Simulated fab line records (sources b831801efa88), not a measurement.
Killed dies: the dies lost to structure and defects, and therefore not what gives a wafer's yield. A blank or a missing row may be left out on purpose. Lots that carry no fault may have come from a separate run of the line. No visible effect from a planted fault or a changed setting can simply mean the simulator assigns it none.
Chamber matching	flow sky130	SKY_VIA1_HDPCVD_00 on hdpcvd-02 has 3 sister chambers
The step deposits SiO2, target thk 1030 nm, time 171.7 s. 6 wafers are shown with their chamber, then 7 later ones without.

WAFERS WITH THEIR CHAMBER
wafer	chamber	run_length_s (s)	sih4_flow_sccm (sccm)
L696.2	0	199.3	57.35
L700.5	0	199.2	57.28
L702.4	2	199.5	57.39
L702.6	1	199.6	57.26
L714.1	1	200.2	57.37
L714.3	2	199.2	57.16

WAFERS WITHOUT THEIR CHAMBER
wafer	run_length_s (s)	sih4_flow_sccm (sccm)
L714.5	198.7	56.90
L718.1	199.6	57.29
L718.3	199.2	57.33
L718.4	199.6	57.25
L719.1	199.4	57.47
L719.2	200.1	57.26
L719.5	199.3	57.28

CHAMBER TAKEN BY EACH
wafer	from the rows above	in truth
L714.5	can't be placed: 2 or 0 or 1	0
L718.1	can't be placed: 2 or 1 or 0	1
L718.3	can't be placed: 0 or 2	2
L718.4	can't be placed: 2 or 1 or 0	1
L719.1	can't be placed: 0 or 2 or 1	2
L719.2	can't be placed: 1 or 2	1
L719.5	can't be placed: 2 or 0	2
Placed correctly: 0 of 7. Unplaceable from these rows: 7, with the true chamber sitting among the candidates in 7. 0 placed wrongly.
How it was worked out, from the rows above alone: a wafer's distance from a chamber is the root of the sum, over the readings, of the square of ((its reading less the chamber's mean) divided by the reading's scatter). The wafer belongs to the nearest chamber; if the next one is less than 2 further off, it can't be placed. Each chamber's mean is taken over the wafers shown for it. How the scatter is found: for the shown wafers, subtract from each reading the mean of its chamber, square and add these, divide the total by (wafers less chambers), then take the root.
